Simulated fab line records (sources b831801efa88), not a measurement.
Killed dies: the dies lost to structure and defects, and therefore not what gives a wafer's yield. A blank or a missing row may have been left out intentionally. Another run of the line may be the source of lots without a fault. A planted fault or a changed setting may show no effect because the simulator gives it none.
fab line records / flow gf180mcu
record lots=6 wafers=18 lastDay=34
route steps=602 shown VT_IMPLANT@104
lots untouched by any fault: they come from a run of this same line in which no faults occurred
startH: hours from the record's first day to the start of the lot's first wafer shown / waitH: time in hours since the lot's previous step / " unchanged from the row above / L1.1+2: several wafers, shown together as one row / - either no value or no given start / * or withheld: withheld / < > ~ a bound
route shown NAME@n: names a module that has steps shown in the file, with the first one's number in the route / usual: mean/standard deviation of fault-free wafers / same: alike in all rows / chamber/n: place in a boat / sites: the reading at each site / _std_site: how widely they spread, as a standard deviation / _edge_site: outer sites' mean less inner sites' / radiusMm: for every site, how far away it sits from the centre of the wafer / mask NAME#n: copy n / behind: tool/chamber where the wafer was last shaped / hold: reason for holding the lot/hours on hold/outcome of the hold / device: the transistor (n, p or np) that didn't switch / end of line: tests run on the same wafers once the route is complete / where a step has no rows: the recipe by itself / killed: count of dies lost to structure and defects at first sort (not the wafer's yield) / map: shows each die of a wafer: x if killed, . if not, _ if none is there
set.NAME: the setting that was run; set.NAME@STEP: the one run at that earlier step / model.NAME: the simulator's own value behind a step, which no gauge read
a table for each step, a row for each wafer; lots at some steps of the route
services: the hour from which a tool's chamber was out of use, counted from the record's first day as startH (under 0 if before that day), plus the number of hours and why
## steps
# step GF_VT_IMPLANT_SOFTBAKE_14
# recipe tempC=90 timeS=60 resist=NOVOLAK
# step GF_VT_IMPLANT_EXPOSE_15
# recipe maskId=Nwell_LV_AREA targetCdNm=860 na=0.6 sourceShape=conventional sigmaOuter=0.6 doseMj=140
# step GF_VT_IMPLANT_PEB_16
# recipe tempC=withheld timeS=* resist=NOVOLAK
# step GF_VT_IMPLANT_DEVELOP_17
# recipe developTimeS=60 devTempC=23
# step GF_VT_IMPLANT_OVL_MEAS_18
# usual VT_IMPLANT_01_OVL=0.5/1.5
lot.wafer=L454.2 tool=overlay-02 chamber=- startH=150.00 waitH=0.1 VT_IMPLANT_01_OVL[nm]=0.5
lot.wafer=L454.5 tool=overlay-02 chamber=- startH=150.00 waitH=0.1 VT_IMPLANT_01_OVL[nm]=-0.3
lot.wafer=L454.6 tool=overlay-02 chamber=- startH=150.00 waitH=0.1 VT_IMPLANT_01_OVL[nm]=1.0
lot.wafer=L457.2 tool=overlay-01 chamber=- startH=172.77 waitH=0.1 VT_IMPLANT_01_OVL[nm]=3.0
lot.wafer=L457.3 tool=overlay-01 chamber=- startH=172.77 waitH=0.1 VT_IMPLANT_01_OVL[nm]=2.2
lot.wafer=L457.6 tool=overlay-01 chamber=- startH=172.77 waitH=0.1 VT_IMPLANT_01_OVL[nm]=2.9
lot.wafer=L458.1 tool=overlay-02 chamber=- startH=175.09 waitH=0.1 VT_IMPLANT_01_OVL[nm]=-0.7
lot.wafer=L458.2 tool=overlay-02 chamber=- startH=175.09 waitH=0.1 VT_IMPLANT_01_OVL[nm]=1.4
lot.wafer=L458.4 tool=overlay-02 chamber=- startH=175.09 waitH=0.1 VT_IMPLANT_01_OVL[nm]=-0.2
lot.wafer=L467.2 tool=overlay-01 chamber=- startH=234.53 waitH=0.1 VT_IMPLANT_01_OVL[nm]=0.4
lot.wafer=L467.5 tool=overlay-01 chamber=- startH=234.53 waitH=0.1 VT_IMPLANT_01_OVL[nm]=-1.8
lot.wafer=L467.6 tool=overlay-01 chamber=- startH=234.53 waitH=0.1 VT_IMPLANT_01_OVL[nm]=-0.1
lot.wafer=L468.1 tool=overlay-02 chamber=- startH=240.66 waitH=0.1 VT_IMPLANT_01_OVL[nm]=2.3
lot.wafer=L468.4 tool=overlay-02 chamber=- startH=240.66 waitH=0.1 VT_IMPLANT_01_OVL[nm]=1.6
lot.wafer=L468.5 tool=overlay-02 chamber=- startH=240.66 waitH=0.1 VT_IMPLANT_01_OVL[nm]=1.0
lot.wafer=L471.1 tool=overlay-02 chamber=- startH=259.49 waitH=0.1 VT_IMPLANT_01_OVL[nm]=-2.2
lot.wafer=L471.2 tool=overlay-02 chamber=- startH=259.49 waitH=0.1 VT_IMPLANT_01_OVL[nm]=-1.5
lot.wafer=L471.3 tool=overlay-02 chamber=- startH=259.49 waitH=0.1 VT_IMPLANT_01_OVL[nm]=-0.9
# step GF_VT_IMPLANT_IMPLANT_19
# recipe species=As energyKev=100 doseCm2=4.35e+12 tiltDeg=7
# step GF_VT_IMPLANT_STRIP_20
# recipe chemistry=O2/N2 powerW=1400 pressureMtorr=1500 platenTempC=250 o2FlowSccm=3000 n2FlowSccm=300 overashFraction=0.5
# usual chamberPressureMTorr=1500.0/1.4 drypumpMotorCurrentA=5.6/0.59 heaterPowerW=325/20 oesProductAu=0.717/0.0048 stripTimeToEndpointS=12.64/0.031
lot.wafer=L454.2 tool=plasmaAsher-03 chamber=1 startH=150.18 waitH=0.1 chamberPressureMTorr=1499.4 drypumpMotorCurrentA=6.0 heaterPowerW=343 oesProductAu=0.714 rfHoursCounterH=35 stripTimeToEndpointS=12.65
lot.wafer=L454.5 tool=plasmaAsher-03 chamber=0 startH=150.18 waitH=0.1 chamberPressureMTorr=1498.4 drypumpMotorCurrentA=4.9 heaterPowerW=334 oesProductAu=0.716 rfHoursCounterH=- stripTimeToEndpointS=12.62
lot.wafer=L454.6 tool=plasmaAsher-03 chamber=1 startH=150.18 waitH=0.1 chamberPressureMTorr=1499.2 drypumpMotorCurrentA=6.0 heaterPowerW=355 oesProductAu=0.717 rfHoursCounterH=- stripTimeToEndpointS=12.61
lot.wafer=L457.2 tool=plasmaAsher-03 chamber=1 startH=172.95 waitH=0.1 chamberPressureMTorr=1499.0 drypumpMotorCurrentA=6.0 heaterPowerW=346 oesProductAu=0.712 rfHoursCounterH=38 stripTimeToEndpointS=12.67
lot.wafer=L457.3 tool=plasmaAsher-03 chamber=0 startH=172.95 waitH=0.1 chamberPressureMTorr=1500.8 drypumpMotorCurrentA=4.9 heaterPowerW=340 oesProductAu=0.710 rfHoursCounterH=- stripTimeToEndpointS=12.66
lot.wafer=L457.6 tool=plasmaAsher-03 chamber=1 startH=172.95 waitH=0.1 chamberPressureMTorr=1500.1 drypumpMotorCurrentA=6.0 heaterPowerW=345 oesProductAu=0.717 rfHoursCounterH=- stripTimeToEndpointS=12.64
lot.wafer=L458.1 tool=plasmaAsher-04 chamber=1 startH=175.28 waitH=0.1 chamberPressureMTorr=1499.3 drypumpMotorCurrentA=5.6 heaterPowerW=333 oesProductAu=0.720 rfHoursCounterH=6 stripTimeToEndpointS=12.59
lot.wafer=L458.2 tool=plasmaAsher-04 chamber=0 startH=175.28 waitH=0.1 chamberPressureMTorr=1498.3 drypumpMotorCurrentA=5.1 heaterPowerW=302 oesProductAu=0.730 rfHoursCounterH=6 stripTimeToEndpointS=12.58
lot.wafer=L458.4 tool=plasmaAsher-04 chamber=1 startH=175.28 waitH=0.1 chamberPressureMTorr=1502.4 drypumpMotorCurrentA=5.6 heaterPowerW=336 oesProductAu=0.720 rfHoursCounterH=- stripTimeToEndpointS=12.60
lot.wafer=L467.2 tool=plasmaAsher-02 chamber=1 startH=234.71 waitH=0.1 chamberPressureMTorr=1503.0 drypumpMotorCurrentA=5.4 heaterPowerW=316 oesProductAu=0.708 rfHoursCounterH=58 stripTimeToEndpointS=12.66
lot.wafer=L467.5 tool=plasmaAsher-02 chamber=0 startH=234.71 waitH=0.1 chamberPressureMTorr=1501.0 drypumpMotorCurrentA=6.5 heaterPowerW=298 oesProductAu=0.709 rfHoursCounterH=- stripTimeToEndpointS=12.63
lot.wafer=L467.6 tool=plasmaAsher-02 chamber=1 startH=234.71 waitH=0.1 chamberPressureMTorr=1500.7 drypumpMotorCurrentA=5.4 heaterPowerW=320 oesProductAu=0.720 rfHoursCounterH=- stripTimeToEndpointS=12.67
lot.wafer=L468.1 tool=plasmaAsher-02 chamber=0 startH=240.84 waitH=0.1 chamberPressureMTorr=1500.4 drypumpMotorCurrentA=6.5 heaterPowerW=296 oesProductAu=0.719 rfHoursCounterH=58 stripTimeToEndpointS=12.57
lot.wafer=L468.4 tool=plasmaAsher-02 chamber=1 startH=240.84 waitH=0.1 chamberPressureMTorr=1500.1 drypumpMotorCurrentA=5.4 heaterPowerW=318 oesProductAu=0.711 rfHoursCounterH=- stripTimeToEndpointS=12.57
lot.wafer=L468.5 tool=plasmaAsher-02 chamber=0 startH=240.84 waitH=0.1 chamberPressureMTorr=1499.7 drypumpMotorCurrentA=6.5 heaterPowerW=295 oesProductAu=0.717 rfHoursCounterH=- stripTimeToEndpointS=12.58
lot.wafer=L471.1 tool=plasmaAsher-02 chamber=1 startH=259.68 waitH=0.1 chamberPressureMTorr=1499.8 drypumpMotorCurrentA=5.4 heaterPowerW=326 oesProductAu=0.726 rfHoursCounterH=60 stripTimeToEndpointS=12.65
lot.wafer=L471.2 tool=plasmaAsher-02 chamber=0 startH=259.68 waitH=0.1 chamberPressureMTorr=1497.4 drypumpMotorCurrentA=6.6 heaterPowerW=289 oesProductAu=0.722 rfHoursCounterH=60 stripTimeToEndpointS=12.62
lot.wafer=L471.3 tool=plasmaAsher-02 chamber=0 startH=259.68 waitH=0.1 chamberPressureMTorr=1499.9 drypumpMotorCurrentA=6.5 heaterPowerW=291 oesProductAu=0.720 rfHoursCounterH=- stripTimeToEndpointS=12.63
# step GF_VT_IMPLANT_TW_MEAS_21
# usual VT_IMPLANT_2_TW=1205/6.7
lot.wafer=L454.2 tool=filmMetro-04 chamber=- startH=150.29 waitH=0.1 VT_IMPLANT_2_TW=1210
lot.wafer=L454.5 tool=filmMetro-04 chamber=- startH=150.29 waitH=0.1 VT_IMPLANT_2_TW=1201
lot.wafer=L454.6 tool=filmMetro-04 chamber=- startH=150.29 waitH=0.1 VT_IMPLANT_2_TW=1209
lot.wafer=L457.2 tool=filmMetro-04 chamber=- startH=173.06 waitH=0.1 VT_IMPLANT_2_TW=1198
lot.wafer=L457.3 tool=filmMetro-04 chamber=- startH=173.06 waitH=0.1 VT_IMPLANT_2_TW=1205
lot.wafer=L457.6 tool=filmMetro-04 chamber=- startH=173.06 waitH=0.1 VT_IMPLANT_2_TW=1202
lot.wafer=L458.1 tool=filmMetro-02 chamber=- startH=175.38 waitH=0.1 VT_IMPLANT_2_TW=1205
lot.wafer=L458.2 tool=filmMetro-02 chamber=- startH=175.38 waitH=0.1 VT_IMPLANT_2_TW=1206
lot.wafer=L458.4 tool=filmMetro-02 chamber=- startH=175.38 waitH=0.1 VT_IMPLANT_2_TW=1202
lot.wafer=L467.2 tool=filmMetro-02 chamber=- startH=234.82 waitH=0.1 VT_IMPLANT_2_TW=1211
lot.wafer=L467.5 tool=filmMetro-02 chamber=- startH=234.82 waitH=0.1 VT_IMPLANT_2_TW=1215
lot.wafer=L467.6 tool=filmMetro-02 chamber=- startH=234.82 waitH=0.1 VT_IMPLANT_2_TW=1210
lot.wafer=L468.1 tool=filmMetro-04 chamber=- startH=240.94 waitH=0.1 VT_IMPLANT_2_TW=1205
lot.wafer=L468.4 tool=filmMetro-04 chamber=- startH=240.94 waitH=0.1 VT_IMPLANT_2_TW=1206
lot.wafer=L468.5 tool=filmMetro-04 chamber=- startH=240.94 waitH=0.1 VT_IMPLANT_2_TW=1198
lot.wafer=L471.1 tool=filmMetro-03 chamber=- startH=259.78 waitH=0.1 VT_IMPLANT_2_TW=1194
lot.wafer=L471.2 tool=filmMetro-03 chamber=- startH=259.78 waitH=0.1 VT_IMPLANT_2_TW=1196
lot.wafer=L471.3 tool=filmMetro-03 chamber=- startH=259.78 waitH=0.1 VT_IMPLANT_2_TW=1202
# step GF_VT_IMPLANT_DEHYDRATE_22
# recipe tempC=200 timeS=60
# step GF_VT_IMPLANT_HMDS_23
# recipe primeTimeS=60 primeTempC=120
# step GF_VT_IMPLANT_COAT_24
# recipe resist=NOVOLAK spinRpm=3000 resistThkNm=1000
# step GF_VT_IMPLANT_SOFTBAKE_25
# recipe tempC=90 timeS=60 resist=NOVOLAK
# step GF_VT_IMPLANT_EXPOSE_26
# recipe maskId=LVPWELL_HV_AREA targetCdNm=860 na=0.6 sourceShape=conventional sigmaOuter=0.6 doseMj=140
# usual exposureDoseMJCm2=140.02/0.11 focusOffsetNm=0.1/0.52
lot.wafer=L454.2 tool=ilineStepper-02 chamber=0 startH=158.35 waitH=- mask=LVPWELL_HV_AREA#0 exposureDoseMJCm2=140.13 focusOffsetNm=0.0 model.VT_IMPLANT.overlayXNm=-0.5681 model.VT_IMPLANT.overlayYNm=-0.5603
lot.wafer=L454.5 tool=ilineStepper-02 chamber=0 startH=158.35 waitH=- mask=LVPWELL_HV_AREA#0 exposureDoseMJCm2=139.87 focusOffsetNm=-0.2 model.VT_IMPLANT.overlayXNm=-0.5681 model.VT_IMPLANT.overlayYNm=-0.5603
lot.wafer=L454.6 tool=ilineStepper-02 chamber=0 startH=158.35 waitH=- mask=LVPWELL_HV_AREA#0 exposureDoseMJCm2=139.95 focusOffsetNm=0.4 model.VT_IMPLANT.overlayXNm=-0.5681 model.VT_IMPLANT.overlayYNm=-0.5603
lot.wafer=L457.2 tool=ilineStepper-02 chamber=- startH=181.35 waitH=- mask=LVPWELL_HV_AREA#0 exposureDoseMJCm2=- focusOffsetNm=- model.VT_IMPLANT.overlayXNm=0.7097 model.VT_IMPLANT.overlayYNm=-0.7609
lot.wafer=L457.3 tool=ilineStepper-02 chamber=- startH=181.35 waitH=- mask=LVPWELL_HV_AREA#0 exposureDoseMJCm2=- focusOffsetNm=- model.VT_IMPLANT.overlayXNm=0.7097 model.VT_IMPLANT.overlayYNm=-0.7609
lot.wafer=L457.6 tool=ilineStepper-02 chamber=- startH=181.35 waitH=- mask=LVPWELL_HV_AREA#0 exposureDoseMJCm2=- focusOffsetNm=- model.VT_IMPLANT.overlayXNm=0.7097 model.VT_IMPLANT.overlayYNm=-0.7609
lot.wafer=L458.1 tool=ilineStepper-02 chamber=- startH=183.23 waitH=- mask=LVPWELL_HV_AREA#0 exposureDoseMJCm2=- focusOffsetNm=- model.VT_IMPLANT.overlayXNm=-0.9364 model.VT_IMPLANT.overlayYNm=0.0006404
lot.wafer=L458.2 tool=ilineStepper-02 chamber=- startH=183.23 waitH=- mask=LVPWELL_HV_AREA#0 exposureDoseMJCm2=- focusOffsetNm=- model.VT_IMPLANT.overlayXNm=-0.9364 model.VT_IMPLANT.overlayYNm=0.0006404
lot.wafer=L458.4 tool=ilineStepper-02 chamber=- startH=183.23 waitH=- mask=LVPWELL_HV_AREA#0 exposureDoseMJCm2=- focusOffsetNm=- model.VT_IMPLANT.overlayXNm=-0.9364 model.VT_IMPLANT.overlayYNm=0.0006404
lot.wafer=L467.2 tool=ilineStepper-02 chamber=0 startH=244.38 waitH=- mask=LVPWELL_HV_AREA#0 exposureDoseMJCm2=139.89 focusOffsetNm=0.5 model.VT_IMPLANT.overlayXNm=-1.204 model.VT_IMPLANT.overlayYNm=-0.006625
lot.wafer=L467.5 tool=ilineStepper-02 chamber=0 startH=244.38 waitH=- mask=LVPWELL_HV_AREA#0 exposureDoseMJCm2=140.14 focusOffsetNm=0.3 model.VT_IMPLANT.overlayXNm=-1.204 model.VT_IMPLANT.overlayYNm=-0.006625
lot.wafer=L467.6 tool=ilineStepper-02 chamber=0 startH=244.38 waitH=- mask=LVPWELL_HV_AREA#0 exposureDoseMJCm2=139.95 focusOffsetNm=-0.4 model.VT_IMPLANT.overlayXNm=-1.204 model.VT_IMPLANT.overlayYNm=-0.006625
lot.wafer=L468.1 tool=ilineStepper-01 chamber=0 startH=250.77 waitH=- mask=LVPWELL_HV_AREA#0 exposureDoseMJCm2=140.09 focusOffsetNm=0.0 model.VT_IMPLANT.overlayXNm=0.2161 model.VT_IMPLANT.overlayYNm=0.09044
lot.wafer=L468.4 tool=ilineStepper-01 chamber=0 startH=250.77 waitH=- mask=LVPWELL_HV_AREA#0 exposureDoseMJCm2=140.03 focusOffsetNm=-0.9 model.VT_IMPLANT.overlayXNm=0.2161 model.VT_IMPLANT.overlayYNm=0.09044
lot.wafer=L468.5 tool=ilineStepper-01 chamber=0 startH=250.77 waitH=- mask=LVPWELL_HV_AREA#0 exposureDoseMJCm2=139.96 focusOffsetNm=0.0 model.VT_IMPLANT.overlayXNm=0.2161 model.VT_IMPLANT.overlayYNm=0.09044
lot.wafer=L471.1 tool=ilineStepper-02 chamber=0 startH=269.44 waitH=- mask=LVPWELL_HV_AREA#0 exposureDoseMJCm2=140.27 focusOffsetNm=-0.1 model.VT_IMPLANT.overlayXNm=-1.178 model.VT_IMPLANT.overlayYNm=0.3573
lot.wafer=L471.2 tool=ilineStepper-02 chamber=0 startH=269.44 waitH=- mask=LVPWELL_HV_AREA#0 exposureDoseMJCm2=139.89 focusOffsetNm=0.1 model.VT_IMPLANT.overlayXNm=-1.178 model.VT_IMPLANT.overlayYNm=0.3573
lot.wafer=L471.3 tool=ilineStepper-02 chamber=0 startH=269.44 waitH=- mask=LVPWELL_HV_AREA#0 exposureDoseMJCm2=140.11 focusOffsetNm=0.2 model.VT_IMPLANT.overlayXNm=-1.178 model.VT_IMPLANT.overlayYNm=0.3573
# step GF_VT_IMPLANT_PEB_27
# recipe tempC=withheld timeS=* resist=NOVOLAK
## services
tool=ilineStepper-01 chamber=- startH=139.41 hours=1.7 kind=pm
tool=ilineStepper-01 chamber=0 startH=164.04 hours=- kind=calibration
tool=plasmaAsher-04 chamber=- startH=175.83 hours=4.2 kind=repair
tool=plasmaAsher-03 chamber=- startH=186.51 hours=2.8 kind=pm
tool=plasmaAsher-03 chamber=- startH=191.42 hours=9.2 kind=repair
tool=ilineStepper-02 chamber=- startH=195.23 hours=1.7 kind=pm
tool=plasmaAsher-03 chamber=- startH=211.54 hours=4.2 kind=repair
tool=plasmaAsher-04 chamber=- startH=216.45 hours=15.1 kind=pm
tool=ilineStepper-01 chamber=- startH=248.74 hours=1.5 kind=repair
tool=plasmaAsher-02 chamber=- startH=253.37 hours=1.4 kind=repair
## key
firstSign step=GF_VT_IMPLANT_EXPOSE_26 reading=toolRecord direction=missing
effect none on later readings
modelEffect step=GF_VT_IMPLANT_EXPOSE_26 value=VT_IMPLANT.overlayXNm without=0.5042 struck=-0.1133
metAt GF_VT_IMPLANT_EXPOSE_26
struckWafers L457.2,L457.3,L457.6,L458.1,L458.2,L458.4
laterRowsLeftOut L457.2,L457.3,L457.6,L458.1,L458.2,L458.4
sortLeftOut L457.2,L457.3,L457.6,L458.1,L458.2,L458.4
testerLeftOut L457,L458
onsetBetween 158.35 181.35
fault kind=skippedStepWhole tool=ilineStepper-02 chamber=- onsetH=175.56 steps=GF_VT_IMPLANT_EXPOSE_26 scope=struckLotsOnly
# testerLeftOut: of these lots the tester's yield and bins aren't shown, on N5 and GAA mostly nor the transistor test; their killed dies are dies lost to structure and defects alone, not to doping, threshold or leakage, so they don't give the yield
# sortLeftOut: the simulated sort isn't trusted on such a fault, so these wafers' sort isn't shown, and their yield isn't known
# laterRowsLeftOut: the simulator's readings of these wafers behind a module that went badly wrong aren't trusted and aren't shown, but for the sort
